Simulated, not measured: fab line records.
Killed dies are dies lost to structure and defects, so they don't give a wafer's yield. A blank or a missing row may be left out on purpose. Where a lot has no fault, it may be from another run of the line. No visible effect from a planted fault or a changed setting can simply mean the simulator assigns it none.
fab line records	flow sky130
record lots=13	wafers=39	lastDay=50
route steps=708 shown SD_P@331 SD_N@353 PAD_OPEN@708
lots that met no fault: from a run of the same line without faults
startH: hours from the record's first day to the start of the lot's first wafer shown	waitH: time in hours since the lot's previous step	" unchanged from the row above	L1.1+2: a row that stands for several wafers	- either no value or no given start	* or withheld: withheld	< > ~ a bound
route shown NAME@n: NAME is a module with steps in the file, n the number in the route of the first one	usual: mean and standard deviation over wafers with no fault	same: alike in all rows	chamber/n: place in a boat	sites: per-site readings	_std_site: standard deviation across them	_edge_site: mean of outer sites minus mean of inner sites	radiusMm: for every site, how far away it sits from the centre of the wafer	mask NAME#n: copy n	behind: the tool/chamber that last shaped the wafer	hold: why the lot went on hold/how many hours it stayed there/how the hold came to an end	device: names the non-switching transistor (n, p or np)	end of line: the route-end tests of the same wafers	a step given without rows: its recipe and nothing more	killed: the dies lost at the first sort to structure and to defects; this is not the yield of the wafer	map: a wafer's dies, marking killed ones x, the rest . and places with no die _
set.NAME: the setting as run; set.NAME@STEP: as run at that earlier step	model.NAME: the simulator's own value behind a step, which no gauge read
one table for each step of the route and one row for each wafer, over a sample of lots
services: from which hour (startH, from the record's first day; less than 0 if before it) a tool's chamber was out of use, for how many hours, and why
## steps
# step SKY_SD_P_TW_MEAS_11
# usual SD_P_TW=2803/47
lot.wafer	tool	chamber	startH	waitH	SD_P_TW
L931.1	filmMetro-04	-	575.07	0.1	2858
L931.4	"	-	"	"	2845
L931.5	"	-	"	"	2856
L933.2	filmMetro-02	-	593.63	0.1	2816
L933.4	"	-	"	"	2814
L933.6	"	-	"	"	2806
L935.1	filmMetro-01	-	606.27	0.1	2743
L935.2	"	-	"	"	2741
L935.6	"	-	"	"	2733
L936.1	filmMetro-04	-	626.66	0.1	2859
L936.3	"	-	"	"	2863
L936.6	"	-	"	"	2852
L938.2	filmMetro-01	-	638.43	0.1	2736
L938.3	"	-	"	"	2740
L938.6	"	-	"	"	2721
L939.1	filmMetro-02	-	650.77	0.1	2809
L939.2	"	-	"	"	2827
L939.3	"	-	"	"	2824
L940.1	filmMetro-01	-	653.64	0.1	2720
L940.3	"	-	"	"	2724
L940.6	"	-	"	"	2738
L943.2	filmMetro-01	-	679.38	0.1	2749
L943.3	"	-	"	"	2745
L943.5	"	-	"	"	2759
L949.2	filmMetro-01	-	729.30	0.1	2735
L949.4	"	-	"	"	2742
L949.6	"	-	"	"	2734
L950.2	filmMetro-04	-	780.15	0.1	2852
L950.4	"	-	"	"	2847
L950.6	"	-	"	"	2847
L951.2	filmMetro-02	-	784.43	0.1	2816
L951.3	"	-	"	"	2838
L951.4	"	-	"	"	2808
L953.1	filmMetro-02	-	784.87	0.1	2816
L953.2	"	-	"	"	2808
L953.5	"	-	"	"	2810
L952.1	filmMetro-04	-	787.52	0.1	2840
L952.3	"	-	"	"	2841
L952.5	"	-	"	"	2850
# step SKY_SD_N_STRIP_11
# recipe chemistry=O2/N2	powerW=1400	pressureMtorr=1500	platenTempC=withheld	o2FlowSccm=3000	n2FlowSccm=300	overashFraction=0.5
# usual chamberPressureMTorr=1500.1/1.3	drypumpMotorCurrentA=5.7/0.44	oesProductAu=0.527/0.0051	stripTimeToEndpointS=22.55/0.045
lot.wafer	tool	chamber	startH	waitH	chamberPressureMTorr	drypumpMotorCurrentA	oesProductAu	rfHoursCounterH	stripTimeToEndpointS
L931.1	plasmaAsher-02	0	633.13	0.1	1499.6	6.3	0.530	83	22.67
L931.4	"	1	"	"	1500.9	5.7	0.532	-	22.67
L931.5	"	1	"	"	1500.6	5.7	0.523	-	22.62
L933.2	plasmaAsher-01	1	650.52	0.1	1498.9	5.8	0.531	54	22.51
L933.4	"	1	"	"	1501.6	5.8	0.531	-	22.56
L933.6	"	0	"	"	1501.1	5.0	0.526	-	22.54
L935.1	plasmaAsher-01	0	663.47	0.1	1498.5	5.0	0.531	55	22.65
L935.2	"	1	"	"	1500.6	5.7	0.523	55	22.62
L935.6	"	1	"	"	1501.6	5.8	0.524	-	22.59
L936.1	plasmaAsher-02	0	684.33	0.1	1498.0	6.4	0.522	88	22.58
L936.3	"	0	"	"	1501.6	6.3	0.518	-	22.59
L936.6	"	0	"	"	1498.9	6.4	0.526	-	22.53
L938.2	plasmaAsher-04	1	695.99	0.1	1499.3	5.8	0.518	98	22.46
L938.3	"	1	"	"	1499.0	5.8	0.533	-	22.50
L938.6	"	0	"	"	1501.7	6.0	0.529	-	22.47
L939.1	plasmaAsher-02	0	708.89	0.1	-	-	-	-	-
L939.2	"	1	"	"	-	-	-	-	-
L939.3	"	1	"	"	-	-	-	-	-
L940.1	plasmaAsher-02	0	710.78	0.1	-	-	-	-	-
L940.3	"	0	"	"	-	-	-	-	-
L940.6	"	1	"	"	-	-	-	-	-
L943.2	plasmaAsher-01	1	734.09	0.1	1499.5	5.8	0.534	63	22.56
L943.3	"	0	"	"	1502.1	5.0	0.530	-	22.52
L943.5	"	0	"	"	1498.5	5.0	0.519	-	22.54
L949.2	plasmaAsher-01	1	783.64	0.1	1501.7	5.8	0.525	67	22.57
L949.4	"	1	"	"	1500.2	5.7	0.529	-	22.53
L949.6	"	1	"	"	1500.3	5.7	0.515	-	22.57
L950.2	plasmaAsher-02	1	832.74	0.1	1500.4	5.7	0.524	105	22.55
L950.4	"	0	"	"	1501.3	6.4	0.527	-	22.59
L950.6	"	1	"	"	1500.4	5.7	0.528	-	22.55
L951.2	plasmaAsher-04	1	837.17	0.1	1502.4	5.8	0.519	5	22.55
L951.3	"	0	"	"	1497.5	6.0	0.516	-	22.54
L951.4	"	1	"	"	1500.5	5.8	0.524	-	22.56
L953.1	plasmaAsher-04	1	837.88	0.1	1502.6	5.8	0.528	5	22.52
L953.2	"	0	"	"	1499.7	6.0	0.522	5	22.55
L953.5	"	0	"	"	1500.4	6.0	0.528	-	22.55
L952.1	plasmaAsher-01	0	840.59	0.1	1503.8	5.0	0.527	73	22.58
L952.3	"	0	"	"	1499.7	5.0	0.522	-	22.58
L952.5	"	0	"	"	1498.2	5.0	0.528	-	22.60
# step SKY_SD_N_RTA_14
# recipe tempC=1075	timeS=2	idleTempC=650	rampUpCPerS=150	rampDownCPerS=90	ambient=N2
# usual lampPowerPct=15.73/0.053	wafer_temp_C_max=1078.0/1.2
# same timeS=2
lot.wafer	tool	chamber	startH	waitH	lampPowerPct	wafer_temp_C_max
L931.1	rtpAnneal-01	0	633.35	0.0	15.79	1078.3
L931.4	"	0	"	"	15.78	1076.7
L931.5	"	0	"	"	15.71	1079.8
L933.2	rtpAnneal-01	0	650.74	0.0	15.67	1078.9
L933.4	"	0	"	"	15.66	1078.1
L933.6	"	0	"	"	15.80	1079.1
L935.1	rtpAnneal-01	0	663.68	0.0	15.70	1078.2
L935.2	"	0	"	"	15.65	1078.1
L935.6	"	0	"	"	15.78	1077.7
L936.1	rtpAnneal-02	0	684.54	0.0	15.73	1076.4
L936.3	"	0	"	"	15.69	1079.2
L936.6	"	0	"	"	15.66	1076.7
L938.2	rtpAnneal-02	0	696.26	0.0	15.83	1078.0
L938.3	"	0	"	"	15.74	1076.6
L938.6	"	0	"	"	15.70	1078.6
L939.1	rtpAnneal-01	0	709.10	0.0	15.78	1079.8
L939.2	"	0	"	"	15.76	1076.8
L939.3	"	0	"	"	15.73	1077.2
L940.1	rtpAnneal-02	0	710.99	0.0	15.74	1076.3
L940.3	"	0	"	"	15.77	1077.0
L940.6	"	0	"	"	15.67	1077.3
L943.2	rtpAnneal-02	0	734.33	0.0	15.74	1079.0
L943.3	"	0	"	"	15.71	1079.9
L943.5	"	0	"	"	15.83	1079.2
L949.2	rtpAnneal-01	0	783.86	0.0	15.62	1077.6
L949.4	"	0	"	"	15.76	1077.1
L949.6	"	0	"	"	15.82	1077.4
L950.2	rtpAnneal-02	0	832.97	0.0	15.75	1076.9
L950.4	"	0	"	"	15.71	1075.8
L950.6	"	0	"	"	15.71	1078.1
L951.2	rtpAnneal-02	0	837.39	0.0	15.58	1077.7
L951.3	"	0	"	"	15.71	1078.3
L951.4	"	0	"	"	15.73	1077.0
L953.1	rtpAnneal-02	0	838.10	0.0	15.67	1075.9
L953.2	"	0	"	"	15.70	1076.5
L953.5	"	0	"	"	15.69	1077.7
L952.1	rtpAnneal-01	0	840.81	0.0	15.81	1079.5
L952.3	"	0	"	"	15.76	1078.7
L952.5	"	0	"	"	15.70	1077.7
# step SKY_SD_N_RS_MEAS_17
# recipe thkMeasGauge=four-point-probe
# usual SD_P_RS=147.0/0.34
lot.wafer	tool	chamber	startH	waitH	SD_P_RS[ohm/sq]
L931.1	filmMetro-04	-	633.64	0.1	147.3
L931.4	"	-	"	"	147.0
L931.5	"	-	"	"	147.0
L933.2	filmMetro-04	-	651.04	0.1	147.3
L933.4	"	-	"	"	147.4
L933.6	"	-	"	"	147.1
L935.1	filmMetro-04	-	663.97	0.1	146.6
L935.2	"	-	"	"	147.2
L935.6	"	-	"	"	147.2
L936.1	filmMetro-01	-	684.84	0.1	147.3
L936.3	"	-	"	"	147.9
L936.6	"	-	"	"	147.6
L938.2	filmMetro-04	-	696.57	0.1	147.0
L938.3	"	-	"	"	147.2
L938.6	"	-	"	"	147.3
L939.1	filmMetro-01	-	709.40	0.1	146.7
L939.2	"	-	"	"	147.0
L939.3	"	-	"	"	147.1
L940.1	filmMetro-04	-	711.29	0.1	147.1
L940.3	"	-	"	"	147.0
L940.6	"	-	"	"	147.0
L943.2	filmMetro-02	-	734.67	0.1	146.6
L943.3	"	-	"	"	147.2
L943.5	"	-	"	"	146.9
L949.2	filmMetro-04	-	784.17	0.1	146.9
L949.4	"	-	"	"	147.1
L949.6	"	-	"	"	146.7
L950.2	filmMetro-01	-	833.28	0.1	147.1
L950.4	"	-	"	"	147.3
L950.6	"	-	"	"	147.6
L951.2	filmMetro-02	-	837.70	0.1	147.3
L951.3	"	-	"	"	147.1
L951.4	"	-	"	"	146.7
L953.1	filmMetro-02	-	838.39	0.1	146.8
L953.2	"	-	"	"	146.7
L953.5	"	-	"	"	146.8
L952.1	filmMetro-01	-	841.10	0.1	146.9
L952.3	"	-	"	"	147.1
L952.5	"	-	"	"	146.8
# step SKY_PAD_OPEN_PROBE_99
# usual killed_at_M0_to_M3=43/7.3	killed_at_M4_up=3.0/2	killedAtContacts=24/5.2	killedAtFrontEnd=15/4.4	killedAtOther=0.2/0.48	killedDies=86/9.1	killedOnRim=16/4	killedOpen=47/7.3	killedShort=38/6.4
# same grossDies=492	killedAtBackSide=0
lot.wafer	tool	chamber	startH	waitH	killed_at_M0_to_M3	killed_at_M4_up	killedAtContacts	killedAtFrontEnd	killedAtOther	killedDies	killedOnRim	killedOpen	killedShort
L931.1	prober-02	-	1066.11	0.1	31	7	24	11	0	73	10	41	31
L931.4	prober-02	-	1066.26	0.2	40	4	30	22	0	96	19	55	40
L931.5	prober-02	-	1066.31	0.2	39	3	27	14	0	83	21	43	39
L933.2	prober-02	-	1076.66	0.1	36	2	36	16	0	90	19	52	35
L933.4	prober-02	-	1076.76	0.2	50	3	29	12	2	96	19	61	33
L933.6	prober-02	-	1076.86	0.2	39	2	20	7	0	68	11	40	28
L935.1	prober-02	-	1090.54	0.1	44	3	33	9	0	89	18	48	41
L935.2	prober-02	-	1090.59	0.1	38	5	26	16	0	85	18	49	36
L935.6	prober-02	-	1090.79	0.2	55	6	30	16	0	107	21	60	47
L936.1	prober-01	-	1105.25	0.1	46	2	16	19	0	83	13	51	32
L936.3	prober-01	-	1105.35	0.2	40	6	23	24	0	93	18	39	54
L936.6	prober-01	-	1105.50	0.2	45	3	20	22	0	90	25	46	44
L938.2	prober-01	-	1110.82	0.1	64	3	30	8	0	105	18	61	44
L938.3	prober-01	-	1110.87	0.2	46	3	25	14	1	89	14	45	44
L938.6	prober-01	-	1111.02	0.2	45	3	18	12	0	78	17	50	28
L939.1	prober-02	-	1117.46	0.1	40	1	25	426	0	492	96	38	41
L939.2	prober-02	-	1117.51	0.1	40	2	26	424	0	492	96	46	35
L939.3	prober-02	-	1117.56	0.2	29	6	28	428	1	492	96	43	37
L940.1	prober-01	-	1123.57	0.1	46	1	26	418	1	492	96	50	40
L940.3	prober-01	-	1123.67	0.2	42	1	20	429	0	492	96	41	39
L940.6	prober-01	-	1123.82	0.2	46	2	25	419	0	492	96	45	49
L943.2	prober-01	-	1139.32	0.1	44	3	16	23	0	86	15	45	41
L943.3	prober-01	-	1139.37	0.2	51	1	13	16	0	81	14	51	30
L943.5	prober-01	-	1139.47	0.2	33	4	26	15	0	78	12	39	39
L949.2	prober-02	-	1171.51	0.1	48	2	19	8	0	77	14	50	27
L949.4	prober-02	-	1171.61	0.2	56	1	20	11	0	88	20	56	32
L949.6	prober-02	-	1171.71	0.2	37	2	23	13	1	76	18	37	39
L950.2	prober-01	-	1203.86	0.1	37	0	34	6	0	77	9	41	36
L950.4	prober-01	-	1203.96	0.2	41	3	17	10	1	72	16	32	40
L950.6	prober-01	-	1204.06	0.2	50	3	37	14	0	104	21	49	55
L951.2	prober-01	-	1205.36	0.1	45	7	16	12	0	80	17	49	31
L951.3	prober-01	-	1205.41	0.2	34	2	15	17	0	68	10	42	26
L951.4	prober-01	-	1205.46	0.2	48	4	25	14	1	92	17	59	33
L953.1	prober-02	-	1206.81	0.1	43	2	26	15	0	86	15	53	33
L953.2	prober-02	-	1206.86	0.1	47	6	20	10	0	83	10	47	36
L953.5	prober-02	-	1207.01	0.2	38	0	23	16	0	77	13	39	37
L952.1	prober-01	-	1207.68	0.1	42	5	26	11	0	84	16	47	37
L952.3	prober-01	-	1207.78	0.2	46	4	30	23	0	103	23	62	41
L952.5	prober-01	-	1207.88	0.2	47	3	26	12	0	88	15	37	50
# killed by level:class
L931.1 LI_CONTACT:geometricParticle:open=12 VIA1:geometricParticle:open=7 CONTACT:geometricParticle:open=5 METAL1:geometricParticle:short=4 VIA1:geometricParticle:short=4 CONTACT:geometricParticle:short=4 METAL2:geometricParticle:short=4 METAL4:geometricParticle:short=4
L931.4 VIA1:geometricParticle:open=12 CONTACT:geometricParticle:open=11 VIA2:geometricParticle:open=9 METAL2:geometricParticle:short=7 FIELD_ISO:geometricParticle:open=6 FIELD_ISO:geometricParticle:short=6 LI_CONTACT:geometricParticle:open=6 LOCAL_INTERCONNECT:geometricParticle:short=6
L931.5 CONTACT:geometricParticle:open=11 VIA1:geometricParticle:open=8 FIELD_ISO:geometricParticle:short=6 LI_CONTACT:geometricParticle:open=6 LI_CONTACT:geometricParticle:short=5 VIA3:geometricParticle:open=5 VIA1:geometricParticle:short=5 VIA3:geometricParticle:short=5
L933.2 LI_CONTACT:geometricParticle:open=16 CONTACT:geometricParticle:open=10 VIA1:geometricParticle:open=7 VIA3:geometricParticle:open=7 FIELD_ISO:geometricParticle:short=4 FIELD_ISO:geometricParticle:open=4 LOCAL_INTERCONNECT:geometricParticle:short=4 VIA1:geometricParticle:short=4
L933.4 VIA1:geometricParticle:open=14 LI_CONTACT:geometricParticle:open=12 VIA3:geometricParticle:open=10 CONTACT:geometricParticle:open=7 VIA2:geometricParticle:open=7 FIELD_ISO:geometricParticle:open=5 VIA3:geometricParticle:short=5 LI_CONTACT:geometricParticle:short=4
L933.6 CONTACT:geometricParticle:open=10 VIA1:geometricParticle:open=10 VIA2:geometricParticle:open=8 LI_CONTACT:geometricParticle:open=5 VIA1:geometricParticle:short=5 METAL2:geometricParticle:short=5 VIA2:geometricParticle:short=4 CONTACT:geometricParticle:short=3
L935.1 CONTACT:geometricParticle:open=13 VIA2:geometricParticle:open=8 METAL1:geometricParticle:short=7 VIA1:geometricParticle:open=7 CONTACT:geometricParticle:short=6 LI_CONTACT:geometricParticle:open=5 LOCAL_INTERCONNECT:geometricParticle:short=5 FIELD_ISO:geometricParticle:open=4
L935.2 CONTACT:geometricParticle:open=11 VIA1:geometricParticle:open=11 METAL1:geometricParticle:short=10 CONTACT:geometricParticle:short=7 VIA3:geometricParticle:open=5 FIELD_ISO:geometricParticle:open=4 POLY_GATE:geometricParticle:open=4 LI_CONTACT:geometricParticle:open=4
L935.6 VIA1:geometricParticle:open=15 CONTACT:geometricParticle:open=14 VIA2:geometricParticle:open=9 METAL1:geometricParticle:short=6 FIELD_ISO:geometricParticle:short=5 LI_CONTACT:geometricParticle:open=5 CONTACT:geometricParticle:short=5 VIA1:geometricParticle:short=5
L936.1 VIA1:geometricParticle:open=15 VIA3:geometricParticle:open=12 CONTACT:geometricParticle:open=6 VIA2:geometricParticle:open=6 POLY_GATE:geometricParticle:short=5 SPACER:geometricParticle:open=5 LOCAL_INTERCONNECT:geometricParticle:short=4 VIA1:geometricParticle:short=4
L936.3 CONTACT:geometricParticle:open=7 METAL1:geometricParticle:short=7 FIELD_ISO:geometricParticle:short=6 POLY_GATE:geometricParticle:short=6 LI_CONTACT:geometricParticle:open=6 LOCAL_INTERCONNECT:geometricParticle:short=6 METAL2:geometricParticle:short=6 POLY_GATE:geometricParticle:open=5
L936.6 VIA1:geometricParticle:open=11 LI_CONTACT:geometricParticle:open=8 VIA3:geometricParticle:open=7 FIELD_ISO:geometricParticle:open=6 FIELD_ISO:geometricParticle:short=6 CONTACT:geometricParticle:short=6 METAL1:geometricParticle:short=6 METAL2:geometricParticle:short=6
L938.2 VIA1:geometricParticle:open=18 LI_CONTACT:geometricParticle:open=13 VIA1:geometricParticle:short=11 VIA2:geometricParticle:open=10 METAL1:geometricParticle:short=6 VIA2:geometricParticle:short=6 LOCAL_INTERCONNECT:geometricParticle:short=5 CONTACT:geometricParticle:open=5
L938.3 LOCAL_INTERCONNECT:geometricParticle:short=7 CONTACT:geometricParticle:open=7 METAL1:geometricParticle:short=7 VIA1:geometricParticle:open=7 FIELD_ISO:geometricParticle:open=6 VIA2:geometricParticle:open=6 VIA1:geometricParticle:short=5 VIA3:geometricParticle:open=5
L938.6 VIA1:geometricParticle:open=13 VIA3:geometricParticle:open=10 CONTACT:geometricParticle:open=8 VIA2:geometricParticle:open=6 POLY_GATE:geometricParticle:short=5 FIELD_ISO:geometricParticle:open=4 LI_CONTACT:geometricParticle:open=4 METAL1:geometricParticle:short=4
L939.1 SD_N:areaRta=413 VIA3:geometricParticle:open=8 METAL2:geometricParticle:short=7 LI_CONTACT:geometricParticle:short=6 LI_CONTACT:geometricParticle:open=6 METAL1:geometricParticle:short=6 VIA1:geometricParticle:open=5 POLY_GATE:geometricParticle:short=4
L939.2 SD_N:areaRta=411 CONTACT:geometricParticle:open=9 VIA1:geometricParticle:open=9 LI_CONTACT:geometricParticle:open=8 METAL2:geometricParticle:short=6 VIA3:geometricParticle:open=6 VIA2:geometricParticle:open=6 METAL1:geometricParticle:short=4
L939.3 SD_N:areaRta=412 LI_CONTACT:geometricParticle:open=10 CONTACT:geometricParticle:open=8 METAL1:geometricParticle:short=6 POLY_GATE:geometricParticle:open=5 CONTACT:geometricParticle:short=5 METAL2:geometricParticle:short=5 VIA1:geometricParticle:open=4
L940.1 SD_N:areaRta=402 VIA1:geometricParticle:open=14 CONTACT:geometricParticle:open=8 CONTACT:geometricParticle:short=7 VIA2:geometricParticle:short=7 LI_CONTACT:geometricParticle:open=6 VIA3:geometricParticle:open=6 VIA2:geometricParticle:open=5
L940.3 SD_N:areaRta=411 METAL2:geometricParticle:short=11 VIA1:geometricParticle:open=9 CONTACT:geometricParticle:open=8 FIELD_ISO:geometricParticle:open=6 FIELD_ISO:geometricParticle:short=5 VIA2:geometricParticle:open=5 LOCAL_INTERCONNECT:geometricParticle:short=4
L940.6 SD_N:areaRta=398 CONTACT:geometricParticle:open=13 VIA1:geometricParticle:open=8 VIA1:geometricParticle:short=8 VIA2:geometricParticle:short=6 VIA3:geometricParticle:open=6 FIELD_ISO:geometricParticle:short=5 POLY_GATE:geometricParticle:short=5
L943.2 VIA1:geometricParticle:open=14 SPACER:geometricParticle:short=7 LI_CONTACT:geometricParticle:open=6 POLY_GATE:geometricParticle:short=5 VIA1:geometricParticle:short=5 VIA2:geometricParticle:open=5 VIA3:geometricParticle:open=5 FIELD_ISO:geometricParticle:open=4
L943.3 VIA1:geometricParticle:open=17 METAL2:geometricParticle:short=8 FIELD_ISO:geometricParticle:open=7 VIA3:geometricParticle:open=7 LI_CONTACT:geometricParticle:open=5 VIA2:geometricParticle:open=5 METAL1:geometricParticle:short=5 POLY_GATE:geometricParticle:short=3
L943.5 VIA1:geometricParticle:open=10 CONTACT:geometricParticle:open=8 METAL2:geometricParticle:short=7 CONTACT:geometricParticle:short=6 VIA1:geometricParticle:short=6 FIELD_ISO:geometricParticle:open=5 LI_CONTACT:geometricParticle:open=5 LOCAL_INTERCONNECT:geometricParticle:short=4
L949.2 VIA2:geometricParticle:open=11 LI_CONTACT:geometricParticle:open=8 CONTACT:geometricParticle:open=8 VIA1:geometricParticle:open=8 VIA3:geometricParticle:open=7 VIA1:geometricParticle:short=5 METAL1:geometricParticle:short=4 FIELD_ISO:geometricParticle:open=3
L949.4 VIA1:geometricParticle:open=15 LI_CONTACT:geometricParticle:open=10 VIA3:geometricParticle:open=7 METAL2:geometricParticle:short=6 VIA2:geometricParticle:open=6 POLY_GATE:geometricParticle:open=5 CONTACT:geometricParticle:open=5 VIA1:geometricParticle:short=5
L949.6 CONTACT:geometricParticle:open=8 VIA1:geometricParticle:open=8 METAL2:geometricParticle:short=8 FIELD_ISO:geometricParticle:short=5 LI_CONTACT:geometricParticle:open=5 LOCAL_INTERCONNECT:geometricParticle:short=5 VIA1:geometricParticle:short=5 VIA2:geometricParticle:open=3
L950.2 VIA1:geometricParticle:open=10 LI_CONTACT:geometricParticle:open=9 CONTACT:geometricParticle:short=9 CONTACT:geometricParticle:open=8 VIA3:geometricParticle:open=6 LI_CONTACT:geometricParticle:short=5 METAL1:geometricParticle:short=4 VIA1:geometricParticle:short=4
L950.4 VIA3:geometricParticle:open=10 LI_CONTACT:geometricParticle:open=9 METAL1:geometricParticle:short=7 VIA1:geometricParticle:short=7 VIA2:geometricParticle:open=4 FIELD_ISO:geometricParticle:short=3 CONTACT:geometricParticle:open=3 VIA1:geometricParticle:open=3
L950.6 LI_CONTACT:geometricParticle:open=9 CONTACT:geometricParticle:short=9 VIA1:geometricParticle:open=8 CONTACT:geometricParticle:open=8 LI_CONTACT:geometricParticle:short=7 VIA1:geometricParticle:short=7 METAL1:geometricParticle:short=7 METAL2:geometricParticle:short=7
L951.2 VIA1:geometricParticle:open=13 VIA3:geometricParticle:open=7 METAL1:geometricParticle:short=7 VIA2:geometricParticle:open=7 LI_CONTACT:geometricParticle:open=6 METAL4:geometricParticle:short=6 CONTACT:geometricParticle:open=5 FIELD_ISO:geometricParticle:open=4
L951.3 CONTACT:geometricParticle:open=10 VIA3:geometricParticle:open=8 VIA2:geometricParticle:open=6 FIELD_ISO:geometricParticle:open=5 POLY_GATE:geometricParticle:open=5 METAL2:geometricParticle:short=5 FIELD_ISO:geometricParticle:short=4 METAL1:geometricParticle:short=4
L951.4 VIA1:geometricParticle:open=15 CONTACT:geometricParticle:open=10 VIA2:geometricParticle:open=8 LI_CONTACT:geometricParticle:open=7 FIELD_ISO:geometricParticle:open=6 CONTACT:geometricParticle:short=5 METAL2:geometricParticle:short=5 POLY_GATE:geometricParticle:open=4
L953.1 LI_CONTACT:geometricParticle:open=11 VIA3:geometricParticle:open=10 METAL2:geometricParticle:short=9 VIA1:geometricParticle:open=7 FIELD_ISO:geometricParticle:open=6 CONTACT:geometricParticle:open=6 CONTACT:geometricParticle:short=5 VIA1:geometricParticle:short=4
L953.2 VIA1:geometricParticle:open=13 METAL2:geometricParticle:short=10 LI_CONTACT:geometricParticle:open=6 CONTACT:geometricParticle:open=6 METAL2:geometricParticle:open=4 VIA3:geometricParticle:open=4 FIELD_ISO:geometricParticle:short=3 POLY_GATE:geometricParticle:open=3
L953.5 VIA1:geometricParticle:open=10 METAL2:geometricParticle:short=8 FIELD_ISO:geometricParticle:open=7 CONTACT:geometricParticle:open=7 CONTACT:geometricParticle:short=5 LI_CONTACT:geometricParticle:open=4 METAL1:geometricParticle:short=4 VIA2:geometricParticle:open=4
L952.1 VIA1:geometricParticle:open=11 CONTACT:geometricParticle:open=10 VIA2:geometricParticle:open=7 LOCAL_INTERCONNECT:geometricParticle:short=6 LI_CONTACT:geometricParticle:open=5 VIA1:geometricParticle:short=5 FIELD_ISO:geometricParticle:short=4 FIELD_ISO:geometricParticle:open=4
L952.3 CONTACT:geometricParticle:open=10 LI_CONTACT:geometricParticle:open=9 VIA3:geometricParticle:open=9 VIA1:geometricParticle:open=7 POLY_GATE:geometricParticle:short=6 CONTACT:geometricParticle:short=6 VIA2:geometricParticle:open=6 FIELD_ISO:geometricParticle:open=5
L952.5 VIA1:geometricParticle:short=9 VIA3:geometricParticle:open=9 CONTACT:geometricParticle:open=8 LI_CONTACT:geometricParticle:short=6 LOCAL_INTERCONNECT:geometricParticle:short=6 VIA1:geometricParticle:open=6 VIA2:geometricParticle:open=6 FIELD_ISO:geometricParticle:short=5
## services
tool	chamber	startH	hours	kind
plasmaAsher-01	-	625.81	5.2	repair
rtpAnneal-01	-	664.84	2.9	pm
plasmaAsher-02	-	671.01	5.6	repair
plasmaAsher-04	-	733.75	9.0	pm
plasmaAsher-04	0	733.75	9.0	ventCycle
plasmaAsher-04	1	733.75	9.0	ventCycle
plasmaAsher-01	-	735.04	12.5	repair
plasmaAsher-04	0	742.75	-	clean
plasmaAsher-04	1	742.75	-	clean
plasmaAsher-04	-	747.99	0.4	repair
plasmaAsher-04	-	764.22	29.1	pm
plasmaAsher-04	-	793.30	14.6	pm
## key
firstSign step=SKY_SD_N_STRIP_11	reading=toolRecord	direction=missing
effect step=SKY_PAD_OPEN_PROBE_99	reading=killedAtFrontEnd	direction=up	sigmas=93	usual=15	struck=424
moreKillsBornAt SKY_SD_N_RTA_14@rtpAnneal-01=1236	SKY_SD_N_RTA_14@rtpAnneal-02=1211
metAt SKY_SD_N_STRIP_11
struckLots L939,L940
testerLeftOut L939,L940
notActingAt SKY_SD_P_TW_MEAS_11,SKY_SD_N_RTA_14,SKY_SD_N_RS_MEAS_17
onsetBetween 684.33 708.89
fault kind=skippedStepWhole	tool=plasmaAsher-02	chamber=-	onsetH=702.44	steps=SKY_SD_N_STRIP_11	scope=struckLotsOnly
# testerLeftOut: of these lots the tester's yield and bins aren't shown, on N5 and GAA mostly nor the transistor test; their killed dies are dies lost to structure and defects alone, not to doping, threshold or leakage, so they don't give the yield
